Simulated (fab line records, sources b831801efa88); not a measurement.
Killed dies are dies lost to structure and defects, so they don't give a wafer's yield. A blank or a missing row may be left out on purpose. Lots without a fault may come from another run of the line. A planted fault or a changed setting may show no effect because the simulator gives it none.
A struck lot beside a sound one | flow sky130 | 14 steps out of a route of 708
Sound: wafers L637.3, L637.5, L637.6. Struck: wafers L628.2, L628.3, L628.6. The cause comes at the end.
At each step with rows: each side's tool, then ch and its chambers, then its first start. Under that, the readings that differ: sound wafers | struck wafers | difference of the means | sigmas: that difference in standard deviations of wafers without a fault.
alike: readings whose means differ by less than 2 such deviations, and words and numbers that are the same on both sides. not compared: withheld readings, readings that some wafer has no value for, bounds like >300 that may hide the same value, and numbers for which the record gives no deviation and whose values overlap.
The two part at a step that has a row with sigmas, a row that says differs or no value, or rows on one side only. Numbers that don't overlap but have no deviation are shown without sigmas and don't part them. A reading that every wafer of one side lacks parts them only if that side has two wafers or more.

first, 4 steps without rows for these wafers: SKY_VIA1_SOFTBAKE_08 (time 90 s); SKY_VIA1_EXPOSE_09 (exposes mask VIM, target cd 150 nm); SKY_VIA1_PEB_10; SKY_VIA1_DEVELOP_11 (develop time 60 s).
SKY_VIA1_CD_MEAS_12: target cd 150 nm.
  sound on cd_sem-01, day 38 01:44; struck on cd_sem-01, day 35 06:35
  alike: cd_nm
SKY_VIA1_OVL_MEAS_13:
  sound on overlay-01, day 38 01:50; struck on overlay-02, day 35 06:41
  alike: VIA1_OVL
SKY_VIA1_ETCH_14: etches BARC in N2/H2, stops on SiO2, time 45.9 s, target depth 60 nm.
  sound on rie_diel-03 ch 0,1,2, day 38 01:51; struck on rie_diel-02 ch 0,2,3, day 35 06:43
  alike: drypump_motor_current_A, oes_product_au, throttle_valve_pct
  not compared: rf_hours_counter_h
SKY_VIA1_ETCH_15: etches SiO2 in C4F8/O2/Ar, stops on TiN, target depth 351 nm, time 54 s.
  sound on rie_diel-03 ch 0,1,2, day 38 01:54; struck on rie_diel-02 ch 0,2,3, day 35 06:46
  alike: oes_product_au
  not compared: rf_hours_counter_h
SKY_VIA1_STRIP_16: strips in O2/N2.
  sound on plasma_asher-01 ch 0,1, day 38 01:59; struck on plasma_asher-03 ch 0,1, day 35 06:49
  alike: drypump_motor_current_A, oes_product_au, strip_time_to_endpoint_s
  not compared: rf_hours_counter_h
then, 3 steps without rows for these wafers: SKY_VIA1_STRIP_17 (strips in post etch residue remover, time 1200 s); SKY_VIA1_CLEAN_18 (cleans in IPA, time 180 s); SKY_VIA1_CLEAN_19 (cleans in O3/DIW).
SKY_VIA1_SPUTTER_20: material TiN, target thk 20 nm, time 80 s.
  sound on pvd_sputter-01, day 38 02:32; struck on pvd_sputter-01, day 35 07:24
  no value came back on the struck wafers for cathode_dc_power_W (W), chamber_pressure_pa (Pa), throttle_valve_pct (%); on the sound wafers cathode_dc_power_W (W) reads 3999.1 4001.0 3999.8
SKY_VIA1_CVD_21: deposits W, target thk 270 nm, time 80.902 s.
  sound on cvd_w-02 ch 0,1, day 38 02:38; struck on cvd_w-01 ch 0,1, day 35 07:28
  alike: heater_power_w

WHERE THEY PART
Only at SKY_VIA1_SPUTTER_20, within this record. Later steps at which nothing parts them and some readings are alike: SKY_VIA1_CVD_21.

WHY: what the simulator had put in
Skipped step whole: pvd_sputter-01, from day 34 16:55 on, at SKY_VIA1_SPUTTER_20. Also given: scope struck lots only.
